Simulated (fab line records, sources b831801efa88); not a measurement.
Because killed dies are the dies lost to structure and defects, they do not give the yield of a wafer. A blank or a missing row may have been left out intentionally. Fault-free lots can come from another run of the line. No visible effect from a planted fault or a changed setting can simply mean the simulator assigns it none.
Which of the tools did it? / flow gf180mcu / 12 lots with 35 wafers sampled at 3 steps, on a route of 602 steps

## WHAT EACH GAUGE READ, for each wafer
GF_V1_OVL_MEAS_15.
lot=L796; measured=day 18 07:59; on=overlay-01; V1_OVL (nm)=3 4 1
lot=L797; measured=day 18 13:55; on=overlay-01; V1_OVL (nm)=7 3 3
lot=L798; measured=day 19 02:00; on=overlay-01; V1_OVL (nm)=-9 -8 -10
lot=L799; measured=day 19 07:11; on=overlay-01; V1_OVL (nm)=2 5 -3
lot=L800; measured=day 19 21:23; on=overlay-02; V1_OVL (nm)=4 -1 -2
lot=L801; measured=day 20 08:18; on=overlay-01; V1_OVL (nm)=8 5 10
lot=L802; measured=day 20 12:56; on=overlay-01; V1_OVL (nm)=3 11 2
lot=L806; measured=day 22 09:33; on=overlay-01; V1_OVL (nm)=-6 0 2
lot=L808; measured=day 23 07:06; on=overlay-01; V1_OVL (nm)=-4 -1
lot=L813; measured=day 24 17:11; on=overlay-01; V1_OVL (nm)=-1 2 3
lot=L815; measured=day 25 05:19; on=overlay-01; V1_OVL (nm)=-4 -1 -5
lot=L819; measured=day 26 12:13; on=overlay-02; V1_OVL (nm)=8 9 9

GF_V1_THK_MEAS_25: measures by xrf.
lot=L796; measured=day 18 09:03; on=film-metro-03; V1_W_THK (nm)=343 345 341
lot=L797; measured=day 18 14:59; on=film-metro-03; V1_W_THK (nm)=342 341 341
lot=L798; measured=day 19 03:02; on=film-metro-03; V1_W_THK (nm)=336 335 341
lot=L799; measured=day 19 08:13; on=film-metro-01; V1_W_THK (nm)=346 346 354
lot=L800; measured=day 19 22:26; on=film-metro-02; V1_W_THK (nm)=350 351 345
lot=L801; measured=day 20 09:28; on=film-metro-03; V1_W_THK (nm)=348 348 349
lot=L802; measured=day 20 13:58; on=film-metro-03; V1_W_THK (nm)=344 345 341
lot=L806; measured=day 22 10:35; on=film-metro-03; V1_W_THK (nm)=342 337 343
lot=L808; measured=day 23 08:09; on=film-metro-03; V1_W_THK (nm)=338 349
lot=L813; measured=day 24 18:15; on=film-metro-03; V1_W_THK (nm)=343 339 338
lot=L815; measured=day 25 06:21; on=film-metro-02; V1_W_THK (nm)=347 348 351
lot=L819; measured=day 26 13:15; on=film-metro-02; V1_W_THK (nm)=354 360 353

GF_V4_THK_MEAS_03.
lot=L796; measured=day 23 17:23; on=film-metro-02; V4_CVD_02_THK (nm)=851 844 856
lot=L797; measured=day 23 21:44; on=film-metro-01; V4_CVD_02_THK (nm)=835 826 845
lot=L798; measured=day 24 09:34; on=film-metro-02; V4_CVD_02_THK (nm)=833 854 832
lot=L799; measured=day 24 13:41; on=film-metro-02; V4_CVD_02_THK (nm)=847 858 857
lot=L800; measured=day 25 03:27; on=film-metro-04; V4_CVD_02_THK (nm)=851 841 843
lot=L801; measured=day 25 13:01; on=film-metro-02; V4_CVD_02_THK (nm)=841 849 847
lot=L802; measured=day 25 16:55; on=film-metro-04; V4_CVD_02_THK (nm)=835 840 841
lot=L806; measured=day 27 09:43; on=film-metro-04; V4_CVD_02_THK (nm)=831 849 866
lot=L808; measured=day 28 03:40; on=film-metro-02; V4_CVD_02_THK (nm)=852 853
lot=L813; measured=day 29 09:56; on=film-metro-04; V4_CVD_02_THK (nm)=840 854 861
lot=L815; measured=day 29 19:01; on=film-metro-04; V4_CVD_02_THK (nm)=860 863 858
lot=L819; measured=day 30 22:49; on=film-metro-01; V4_CVD_02_THK (nm)=834 825 829

## EACH LOT AND THE TOOL THAT RAN IT (in order: tool; ch and the chambers of the sampled wafers; start)
The record holds no process step before these readings.

## WHAT THE TOOLS THEMSELVES READ (means of the sampled wafers that have a number; where no wafer has one, the mark that the record gives instead)
The record holds no such reading with a usual standard deviation.

## THE ANSWER, worked out from the rows above alone
Rule: usual is defined by the lots themselves. The widest of any qualifying gaps counts: lots, ordered by their means at a reading, are off when they make up no more than a third of the lots, leave a main group of 4 or more, and stand apart from it by 3 or more times the standard deviation of that group's means. If all means in a main group match to the digits the tables above print for the reading, that group is not used. A lot without any number at a reading at which 4 lots or more have one is off too. The other lots that the step has rows for count as sound. After the gauges, taken in route order, come the tools' own readings; for these a lot's mean is taken, as printed above. The first step at which some lot is off is used, and at that step the reading that is off furthest; a lot without a number counts as furthest.
Across all readings shown, no lot is off: no conclusion can be drawn from this.

## WHAT THE SIMULATOR HAD PUT IN
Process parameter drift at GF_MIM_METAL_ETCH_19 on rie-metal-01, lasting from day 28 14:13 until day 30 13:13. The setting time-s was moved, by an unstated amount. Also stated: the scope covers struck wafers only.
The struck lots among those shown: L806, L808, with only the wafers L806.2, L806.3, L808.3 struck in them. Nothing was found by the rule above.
